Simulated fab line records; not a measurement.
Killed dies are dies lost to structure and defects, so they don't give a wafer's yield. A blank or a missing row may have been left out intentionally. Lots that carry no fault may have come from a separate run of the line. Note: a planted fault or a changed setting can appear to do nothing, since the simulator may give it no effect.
Chamber matching || flow sky130 || 4 sister chambers for SKY_VIA1_ETCH_15 on rie-diel-02
The step etches SiO2 in C4F8/O2/Ar, stops on TiN, target depth 351 nm, time 54 s. 16 wafers are shown with their chamber, then 8 later ones without.

## WAFERS WITH THEIR CHAMBER
{"wafer": "L077.2", "chamber": 0, "oes-product-au (a.u.)": 0.978, "bias-w (W)": 1194}
{"wafer": "L077.3", "chamber": 3, "oes-product-au (a.u.)": 0.974, "bias-w (W)": 1197}
{"wafer": "L077.5", "chamber": 1, "oes-product-au (a.u.)": 0.980, "bias-w (W)": 1199}
{"wafer": "L079.2", "chamber": 1, "oes-product-au (a.u.)": 0.980, "bias-w (W)": 1197}
{"wafer": "L079.3", "chamber": 3, "oes-product-au (a.u.)": 0.982, "bias-w (W)": 1200}
{"wafer": "L079.4", "chamber": 2, "oes-product-au (a.u.)": 0.966, "bias-w (W)": 1200}
{"wafer": "L080.1", "chamber": 3, "oes-product-au (a.u.)": 0.990, "bias-w (W)": 1193}
{"wafer": "L080.3", "chamber": 1, "oes-product-au (a.u.)": 0.982, "bias-w (W)": 1203}
{"wafer": "L080.6", "chamber": 0, "oes-product-au (a.u.)": 0.978, "bias-w (W)": 1194}
{"wafer": "L083.3", "chamber": 0, "oes-product-au (a.u.)": 0.984, "bias-w (W)": 1200}
{"wafer": "L083.4", "chamber": 3, "oes-product-au (a.u.)": 0.994, "bias-w (W)": 1202}
{"wafer": "L083.6", "chamber": 2, "oes-product-au (a.u.)": 0.967, "bias-w (W)": 1198}
{"wafer": "L085.2", "chamber": 1, "oes-product-au (a.u.)": 0.976, "bias-w (W)": 1202}
{"wafer": "L085.3", "chamber": 3, "oes-product-au (a.u.)": 0.989, "bias-w (W)": 1199}
{"wafer": "L085.6", "chamber": 3, "oes-product-au (a.u.)": 0.980, "bias-w (W)": 1200}
{"wafer": "L092.1", "chamber": 1, "oes-product-au (a.u.)": 0.965, "bias-w (W)": 1200}

SIGNATURES (means of the wafers above)
{"reading": "oes-product-au", "chamber 0": 0.98000, "chamber 1": 0.97660, "chamber 2": 0.96650, "chamber 3": 0.98483, "scatter within a chamber": 0.00638}
{"reading": "bias-w", "chamber 0": 1196.00, "chamber 1": 1200.20, "chamber 2": 1199.00, "chamber 3": 1198.50, "scatter within a chamber": 2.86}
Rule: a wafer lies at a distance from a chamber equal to the root of the sum of squares, over the readings, of (its reading less the chamber's mean, divided by the reading's scatter). The wafer belongs to the nearest chamber; if the next one is less than 2 further off, it can't be placed. The scatter: take each reading less its chamber's mean, square it, sum over the shown wafers, divide by the number of wafers less the number of chambers, and take the root.

## WAFERS WITHOUT THEIR CHAMBER
{"wafer": "L092.3", "oes-product-au (a.u.)": 0.983, "bias-w (W)": 1205}
{"wafer": "L092.4", "oes-product-au (a.u.)": 0.985, "bias-w (W)": 1195}
{"wafer": "L094.2", "oes-product-au (a.u.)": 0.988, "bias-w (W)": 1199}
{"wafer": "L094.3", "oes-product-au (a.u.)": 0.990, "bias-w (W)": 1196}
{"wafer": "L094.6", "oes-product-au (a.u.)": 0.978, "bias-w (W)": 1197}
{"wafer": "L097.1", "oes-product-au (a.u.)": 0.985, "bias-w (W)": 1194}
{"wafer": "L097.2", "oes-product-au (a.u.)": 0.985, "bias-w (W)": 1199}
{"wafer": "L097.6", "oes-product-au (a.u.)": 0.984, "bias-w (W)": 1199}

## WHICH CHAMBER EACH WENT THROUGH
{"wafer": "L092.3", "from the rows above": "can't be placed: 1 or 3 or 0 or 2", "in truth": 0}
{"wafer": "L092.4", "from the rows above": "can't be placed: 0 or 3 or 1", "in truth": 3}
{"wafer": "L094.2", "from the rows above": "can't be placed: 3 or 0 or 1", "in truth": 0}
{"wafer": "L094.3", "from the rows above": "can't be placed: 3 or 0 or 1", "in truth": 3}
{"wafer": "L094.6", "from the rows above": "can't be placed: 0 or 1 or 3 or 2", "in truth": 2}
{"wafer": "L097.1", "from the rows above": "can't be placed: 0 or 3 or 1", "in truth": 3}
{"wafer": "L097.2", "from the rows above": "can't be placed: 3 or 0 or 1", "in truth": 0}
{"wafer": "L097.6", "from the rows above": "can't be placed: 3 or 0 or 1", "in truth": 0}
Correctly placed: 0 of 8. From these rows, 8 cannot be placed; in 8 the true chamber is one of the candidates. 0 placed wrongly.
